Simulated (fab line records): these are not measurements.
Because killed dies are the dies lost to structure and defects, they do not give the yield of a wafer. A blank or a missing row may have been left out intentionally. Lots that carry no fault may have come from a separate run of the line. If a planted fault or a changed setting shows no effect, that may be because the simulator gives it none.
One fault seen from 2 desks -- flow gf180mcu -- every desk sees just its own numbers, and what lay behind them comes last

## FROM THE METROLOGY DESK
What the gauges read, lot by lot, whatever tool the lot ran on: means of the sampled wafers that have a number. Any lot whose mean is over 4 standard deviations away from the usual mean is out of limits and marked OUT; that distance is given in the brackets.
Columns: A = V1_W_RS at GF_V1_RS_MEAS_24, usual 0.328 ohm/sq; B = V1_W_THK at GF_V1_THK_MEAS_25, usual 351 nm; C = M2_ALCU_RS at GF_M2_RS_MEAS_05, usual 0.0692 ohm/sq
lot,first seen here,A,B,C
L820,day 18 14:45,0.330,350,0.0699
L821,day 18 17:50,0.331,341,0.0686
L822,day 19 12:27,0.322,357,0.0691
L824,day 19 18:58,0.330,346,0.0700
L827,day 20 18:14,0.328,352,0.0687
L832,day 23 00:06,0.346 (+4.7) OUT,336,0.0686
L833,day 23 17:52,0.349 (+5.4) OUT,334,0.0696
L837,day 24 13:27,0.329,353,0.0686
L838,day 24 19:31,0.330,350,0.0684
L840,day 25 15:23,0.333,346,0.0693
L843,day 26 12:23,0.325,355,0.0694
This desk's finding: out of limits on L832, L833; first on L832, day 23 00:06 (V1_W_RS at GF_V1_RS_MEAS_24). In limits: L820, L821, L822, L824, L827, L837, L838, L840, L843.

## AT THE TOOL OWNER'S DESK: cvd_w-01
The tool's own readings at GF_V1_CVD_23 (deposits W, target thk 350 nm, time 105.05 s): means of the sampled wafers that have a number, for each lot that ran on this tool. Any lot whose mean is over 4 standard deviations away from the usual mean is out of limits and marked OUT; that distance is given in the brackets.
Columns: A = chamber_pressure_Torr at GF_V1_CVD_23, usual 40.00 Torr; B = heater_power_w at GF_V1_CVD_23, usual 822 W
lot,first seen here,A,B
L820,day 18 14:37,39.96,802
L822,day 19 12:20,39.96,801
L824,day 19 18:50,39.95,802
L827,day 20 18:06,40.01,803
L832,day 22 23:55,36.54 (-46) OUT,791
L833,day 23 17:45,36.58 (-46) OUT,800
This desk finds L832, L833 out of limits, L832 being first, at day 22 23:55 (chamber_pressure_Torr at GF_V1_CVD_23). In limits: L820, L822, L824, L827.

## PUT TOGETHER
An alarm could have come from the tool owner's desk at day 22 23:55, on L832, L833.
At day 23 00:06 the metrology desk could have sounded an alarm, on L832, L833.
Every lot named ran GF_V1_CVD_23 on cvd_w-01.

## WHAT THE SIMULATOR HAD PUT IN
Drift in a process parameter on cvd_w-01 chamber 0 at GF_V1_CVD_23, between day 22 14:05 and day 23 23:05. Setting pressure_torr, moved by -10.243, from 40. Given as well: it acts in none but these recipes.
Lots struck among those shown: L832, L833.
Time in hours from fault onset to the first out-of-limits reading at each desk: tool owner's desk 10, metrology desk 10.
